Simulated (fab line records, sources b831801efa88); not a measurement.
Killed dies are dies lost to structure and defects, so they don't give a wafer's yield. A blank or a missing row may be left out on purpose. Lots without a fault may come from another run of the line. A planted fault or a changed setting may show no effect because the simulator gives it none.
fab line records | flow gf180mcu
record lots=14 wafers=42 last_day=34
route steps=602 shown TOP_METAL@570 PASSIVATION@595
lots that met no fault: from a run of the same line without faults
start_h: hours from the record's first day to the start of the lot's first wafer shown | wait_h: hours since the lot's step before | " the same as in the row above | L1.1+2: a row that stands for several wafers | - no value, or no start given | * or withheld: withheld | < > ~ a bound
route shown NAME@n: a module of which the file shows steps, and the number in the route of the first | usual: mean/standard deviation of fault-free wafers | same: alike in all rows | chamber/n: place in a boat | sites: the reading at each site | _std_site: their standard deviation | _edge_site: outer sites' mean less inner sites' | radius_mm: how far each site lies from the wafer's centre | mask NAME#n: copy n | behind: the tool/chamber that last shaped the wafer | hold: why the lot was held/for how many hours/how that ended | device: the transistor (n, p or np) that didn't switch | end of line: the same wafers' tests at the end of the route | a step without rows: its recipe alone | killed: dies lost to structure and defects at the first sort, not the wafer's yield | map: a wafer's dies, x killed, . not, _ none there
set.NAME: the setting as run; set.NAME@STEP: as run at that earlier step | model.NAME: the simulator's own value behind a step, which no gauge read
steps of the route over a sample of lots; a table a step, a row a wafer
services: from which hour (start_h, from the record's first day; less than 0 if before it) a tool's chamber was out of use, for how many hours, and why
## steps
# step GF_TOP_METAL_SPUTTER_03
# recipe material=Ti target_thk_nm=5 substrate_temp_c=300 chamber_pressure_pa=0.3 power_w=3000 time_s=3.3
# usual throttle_valve_pct=30.1/1
# columns lot.wafer tool chamber start_h wait_h throttle_valve_pct
L737.2 pvd_sputter-02 - 643.39 0.0 29.1
L737.4 " - " " 29.5
L737.6 " - " " 29.2
L738.2 pvd_sputter-02 - 646.77 0.0 29.2
L738.3 " - " " 29.3
L738.5 " - " " 31.0
L739.1 pvd_sputter-02 - 657.26 0.0 29.8
L739.3 " - " " 30.9
L739.5 " - " " 29.7
L740.1 pvd_sputter-03 - 671.10 0.0 31.9
L740.5 " - " " 30.3
L740.6 " - " " 31.7
L743.1 pvd_sputter-03 - 692.75 0.0 30.0
L743.2 " - " " 32.0
L743.4 " - " " 30.7
L745.1 pvd_sputter-03 - 699.18 0.0 30.4
L745.4 " - " " 32.1
L745.5 " - " " 29.7
L749.2 pvd_sputter-03 - 729.24 0.0 30.3
L749.4 " - " " 32.0
L749.5 " - " " 30.3
L750.3 pvd_sputter-04 - 736.79 0.0 29.1
L750.4 " - " " 29.7
L750.6 " - " " 29.1
L751.1 pvd_sputter-03 - 744.21 0.0 32.0
L751.2 " - " " 30.6
L751.4 " - " " 29.8
L752.3 pvd_sputter-02 - 748.72 0.0 28.1
L752.4 " - " " 29.7
L752.5 " - " " 30.7
L754.2 pvd_sputter-03 - 761.78 0.0 30.1
L754.4 " - " " 31.8
L754.6 " - " " 29.9
L753.3 pvd_sputter-03 - 765.47 0.0 30.3
L753.4 " - " " 31.8
L753.5 " - " " 30.2
L755.1 pvd_sputter-03 - 766.87 0.0 31.8
L755.2 " - " " 29.5
L755.6 " - " " 30.3
L756.1 pvd_sputter-03 - 773.98 0.0 29.9
L756.2 " - " " 30.3
L756.6 " - " " 29.8
# step GF_TOP_METAL_RS_MEAS_05
# recipe thk_meas_gauge=four-point-probe reads=TiN_of_TOP_METAL_SPUTTER_04+Ti_of_TOP_METAL_SPUTTER_03+AlCu_of_TOP_METAL_SPUTTER_02+TiN_of_TOP_METAL_SPUTTER_01+Ti_of_TOP_METAL_SPUTTER_00
# usual TOP_METAL_ALCU_RS=0.0328/0.00043
# columns lot.wafer tool chamber start_h wait_h TOP_METAL_ALCU_RS[ohm/sq]
L737.2 film_metro-02 - 643.46 0.0 0.0331
L737.4 " - " " 0.0331
L737.6 " - " " 0.0328
L738.2 film_metro-03 - 646.83 0.0 0.0326
L738.3 " - " " 0.0328
L738.5 " - " " 0.0328
L739.1 film_metro-03 - 657.31 0.0 0.0329
L739.3 " - " " 0.0331
L739.5 " - " " 0.0327
L740.1 film_metro-03 - 671.15 0.0 0.0334
L740.5 " - " " 0.0323
L740.6 " - " " 0.0332
L743.1 film_metro-03 - 692.80 0.0 0.0331
L743.2 " - " " 0.0334
L743.4 " - " " 0.0325
L745.1 film_metro-02 - 699.22 0.0 0.0324
L745.4 " - " " 0.0334
L745.5 " - " " 0.0331
L749.2 film_metro-03 - 729.30 0.0 0.0329
L749.4 " - " " 0.0337
L749.5 " - " " 0.0335
L750.3 film_metro-02 - 736.87 0.1 0.0330
L750.4 " - " " 0.0332
L750.6 " - " " 0.0331
L751.1 film_metro-02 - 744.25 0.0 0.0334
L751.2 " - " " 0.0328
L751.4 " - " " 0.0332
L752.3 film_metro-03 - 748.80 0.1 0.0319
L752.4 " - " " 0.0322
L752.5 " - " " 0.0324
L754.2 film_metro-02 - 761.84 0.0 0.0328
L754.4 " - " " 0.0327
L754.6 " - " " 0.0322
L753.3 film_metro-02 - 765.58 0.1 0.0332
L753.4 " - " " 0.0331
L753.5 " - " " 0.0332
L755.1 film_metro-03 - 766.92 0.0 0.0340
L755.2 " - " " 0.0336
L755.6 " - " " 0.0331
L756.1 film_metro-03 - 774.02 0.0 0.0328
L756.2 " - " " 0.0324
L756.6 " - " " 0.0329
# step GF_TOP_METAL_THK_MEAS_06
# recipe thk_meas_gauge=xrf reads=AlCu_of_TOP_METAL_SPUTTER_02
# usual TOP_METAL_ALCU_THK=887/13
# columns lot.wafer tool chamber start_h wait_h TOP_METAL_ALCU_THK[nm]
L737.2 film_metro-02 - 643.57 0.1 885
L737.4 " - " " 884
L737.6 " - " " 889
L738.2 film_metro-03 - 646.94 0.1 881
L738.3 " - " " 886
L738.5 " - " " 882
L739.1 film_metro-03 - 657.43 0.1 876
L739.3 " - " " 870
L739.5 " - " " 878
L740.1 film_metro-03 - 671.27 0.1 862
L740.5 " - " " 889
L740.6 " - " " 865
L743.1 film_metro-03 - 692.92 0.1 875
L743.2 " - " " 862
L743.4 " - " " 892
L745.1 film_metro-02 - 699.34 0.1 898
L745.4 " - " " 872
L745.5 " - " " 883
L749.2 film_metro-03 - 729.41 0.1 881
L749.4 " - " " 858
L749.5 " - " " 869
L750.3 film_metro-02 - 736.97 0.1 883
L750.4 " - " " 879
L750.6 " - " " 881
L751.1 film_metro-02 - 744.37 0.1 866
L751.2 " - " " 889
L751.4 " - " " 874
L752.3 film_metro-03 - 748.90 0.1 914
L752.4 " - " " 903
L752.5 " - " " 897
L754.2 film_metro-02 - 761.95 0.1 889
L754.4 " - " " 890
L754.6 " - " " 891
L753.3 film_metro-02 - 765.68 0.1 874
L753.4 " - " " 878
L753.5 " - " " 875
L755.1 film_metro-03 - 767.04 0.1 859
L755.2 " - " " 862
L755.6 " - " " 882
L756.1 film_metro-03 - 774.14 0.1 880
L756.2 " - " " 897
L756.6 " - " " 883
# step GF_PASSIVATION_EXPOSE_08
# recipe mask_id=Pad target_cd_nm=40000 na=0.57 dose_mj=310
# usual exposure_dose_mJ_cm2=309.97/0.28 focus_offset_nm=0.0/0.49
# columns lot.wafer tool chamber start_h wait_h mask exposure_dose_mJ_cm2 focus_offset_nm
L737.2 iline_stepper-02 0 673.80 - Pad#0 310.47 0.8
L737.4 " 0 " " Pad#0 309.91 0.2
L737.6 " 0 " " Pad#0 309.69 0.3
L738.2 iline_stepper-02 0 676.79 - Pad#0 309.92 -0.1
L738.3 " 0 " " Pad#0 310.62 1.1
L738.5 " 0 " " Pad#0 310.35 -0.1
L739.1 iline_stepper-02 0 687.07 - Pad#0 309.75 0.7
L739.3 " 0 " " Pad#0 309.92 -0.2
L739.5 " 0 " " Pad#0 309.91 -0.9
L740.1 iline_stepper-02 0 701.13 - Pad#0 310.39 -0.4
L740.5 " 0 " " Pad#0 310.38 0.1
L740.6 " 0 " " Pad#0 309.43 0.0
L743.1 iline_stepper-01 0 721.42 - Pad#0 309.70 0.2
L743.2 " 0 " " Pad#0 309.91 -0.5
L743.4 " 0 " " Pad#0 309.89 -0.4
L745.1 iline_stepper-02 0 728.19 - Pad#0 309.63 -0.2
L745.4 " 0 " " Pad#0 310.01 -0.6
L745.5 " 0 " " Pad#0 309.91 0.3
L749.2 iline_stepper-02 0 756.12 - Pad#0 309.92 -0.4
L749.4 " 0 " " Pad#0 309.88 -0.1
L749.5 " 0 " " Pad#0 309.70 -0.4
L750.3 iline_stepper-02 0 764.31 - Pad#0 310.13 -0.2
L750.4 " 0 " " Pad#0 310.12 -0.4
L750.6 " 0 " " Pad#0 309.93 -0.5
L751.1 iline_stepper-02 0 770.63 - Pad#0 310.40 0.0
L751.2 " 0 " " Pad#0 309.94 0.3
L751.4 " 0 " " Pad#0 309.74 0.2
L752.3 iline_stepper-01 0 774.93 - Pad#0 310.03 0.1
L752.4 " 0 " " Pad#0 309.96 0.1
L752.5 " 0 " " Pad#0 310.05 -0.1
L754.2 iline_stepper-01 0 787.30 - Pad#0 310.31 -0.6
L754.4 " 0 " " Pad#0 310.33 -0.6
L754.6 " 0 " " Pad#0 310.41 -0.2
L753.3 iline_stepper-01 0 789.46 - Pad#0 309.52 -0.3
L753.4 " 0 " " Pad#0 309.97 -0.2
L753.5 " 0 " " Pad#0 309.75 0.1
L755.1 iline_stepper-02 - 791.56 - Pad#0 - -
L755.2 " - " " Pad#0 - -
L755.6 " - " " Pad#0 - -
L756.1 iline_stepper-02 - 798.78 - Pad#0 - -
L756.2 " - " " Pad#0 - -
L756.6 " - " " Pad#0 - -
## services
# columns tool chamber start_h hours kind
pvd_sputter-04 - 639.50 18.9 repair
iline_stepper-02 0 645.51 - calibration
iline_stepper-01 - 649.67 8.4 repair
pvd_sputter-03 - 681.14 3.3 repair
iline_stepper-01 - 681.53 8.9 repair
pvd_sputter-04 - 700.63 18.3 repair
pvd_sputter-02 - 719.83 3.4 repair
iline_stepper-02 - 733.45 1.7 pm
iline_stepper-01 - 791.78 9.9 repair
## key
first_sign step=GF_PASSIVATION_EXPOSE_08 reading=tool_record direction=missing
effect none on later readings
met_at GF_PASSIVATION_EXPOSE_08
struck_lots L755,L756
later_rows_left_out L755.1,L755.2,L755.6,L756.1,L756.2,L756.6
sort_left_out L755.1,L755.2,L755.6,L756.1,L756.2,L756.6
not_acting_at GF_TOP_METAL_SPUTTER_03,GF_TOP_METAL_RS_MEAS_05,GF_TOP_METAL_THK_MEAS_06
onset_between 770.63 791.56
fault kind=skipped_step_whole tool=iline_stepper-02 chamber=- onset_h=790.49 steps=GF_PASSIVATION_EXPOSE_08 scope=struck_lots_only
# sort_left_out: the simulated sort isn't trusted on such a fault, so these wafers' sort isn't shown, and their yield isn't known
# later_rows_left_out: the simulator's readings of these wafers behind a module that went badly wrong aren't trusted and aren't shown, but for the sort
